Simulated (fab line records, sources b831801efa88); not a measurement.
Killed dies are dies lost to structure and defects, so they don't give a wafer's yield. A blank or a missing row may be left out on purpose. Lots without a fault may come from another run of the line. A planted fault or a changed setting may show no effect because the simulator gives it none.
One fault seen from 2 desks | flow gf180mcu | each desk has only its own numbers; what lay behind them comes last

THE TOOL OWNER'S DESK: rtp_anneal-02
The tool's own readings at GF_PSD_RTA_13 (time 20 s): means of the sampled wafers that have a number, for each lot that ran on this tool. A lot is out of limits, marked OUT, if its mean lies more than 4 standard deviations from the usual mean; the brackets give that distance.
Columns: A = lamp_power_pct at GF_PSD_RTA_13, usual 34 %; B = run_length_s at GF_PSD_RTA_13, usual 48.6 s; C = wafer_temp_C_max at GF_PSD_RTA_13, usual 1029.5
lot  | first seen here | A  | B               | C
L760 | day 13 16:48    | 30 | 48.4            | 1029.0
L764 | day 15 02:49    | 30 | 48.2            | 1029.7
L769 | day 17 23:53    | 30 | 55.7 (+12) OUT  | 1029.4
L768 | day 18 03:35    | 30 | 53.4 (+7.8) OUT | 1028.1
L771 | day 18 05:24    | 30 | 50.8            | 1029.0
L776 | day 20 15:40    | 30 | 48.3            | 1028.5
L777 | day 21 03:48    | 30 | 48.3            | 1029.3
L779 | day 21 20:32    | 30 | 48.2            | 1028.8
L782 | day 22 19:27    | 30 | 48.4            | 1029.2
This desk's finding: out of limits on L768, L769; first on L769, day 17 23:53 (run_length_s at GF_PSD_RTA_13). In limits: L760, L764, L771, L776, L777, L779, L782.

THE METROLOGY DESK
What the gauges read, lot by lot, whatever tool the lot ran on: means of the sampled wafers that have a number. A lot is out of limits, marked OUT, if its mean lies more than 4 standard deviations from the usual mean; the brackets give that distance.
Columns: A = LVPWELL_RS at GF_VT_IMPLANT_RS_MEAS_48, usual 1195.4 ohm/sq; B = cd_nm at GF_HV_LDD_CD_MEAS_07, usual 400.4 nm; C = NSD_RS at GF_PSD_RS_MEAS_14, usual 46.15 ohm/sq; D = PSD_RS at GF_PSD_RS_MEAS_15, usual 108.60 ohm/sq
lot  | first seen here | A      | B     | C                | D
L760 | day 7 01:29     | 1197.1 | 402.3 | 46.22            | 108.94
L763 | day 7 22:18     | 1199.7 | 403.1 | 46.11            | 108.22
L764 | day 8 06:24     | 1195.3 | 400.5 | 46.21            | 109.04
L767 | day 10 13:56    | 1193.8 | 398.7 | 46.18            | 108.76
L769 | day 10 15:13    | 1196.3 | 396.3 | 44.92 (-14) OUT  | 105.80 (-9.6) OUT
L768 | day 10 16:01    | 1197.9 | 400.6 | 45.44 (-8.2) OUT | 107.07 (-5.3) OUT
L771 | day 10 18:25    | 1196.2 | 401.3 | 45.53 (-7.2) OUT | 106.97 (-5.6) OUT
L776 | day 12 09:17    | 1196.4 | 400.4 | 46.23            | 108.81
L777 | day 12 19:31    | 1196.1 | 399.0 | 46.12            | 108.37
L778 | day 13 01:43    | 1193.5 | 399.6 | 46.10            | 108.56
L779 | day 13 05:23    | 1193.1 | 397.2 | 46.20            | 108.74
L780 | day 13 12:59    | 1193.2 | 401.1 | 46.13            | 108.75
L782 | day 14 04:32    | 1196.7 | 403.4 | 46.15            | 108.36
This desk's finding: out of limits on L768, L769, L771; first on L769, day 18 00:02 (NSD_RS at GF_PSD_RS_MEAS_14). In limits: L760, L763, L764, L767, L776, L777, L778, L779, L780, L782.

PUT TOGETHER
The tool owner's desk could have raised an alarm at day 17 23:53, on L768, L769.
The metrology desk could have raised an alarm at day 18 00:02, on L768, L769, L771.
The tool owner's desk has L771 on record, within its limits.
Of the lots named, all ran GF_PSD_RTA_13 on rtp_anneal-02.

WHAT THE SIMULATOR HAD PUT IN
Process parameter drift: rtp_anneal-02, from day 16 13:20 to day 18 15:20, at GF_PSD_RTA_13. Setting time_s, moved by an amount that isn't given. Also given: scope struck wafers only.
Lots struck among those shown: L768, L769, L771.
Hours from the fault's start to each desk's first reading out of limits: the tool owner's desk, 35; the metrology desk, 35.
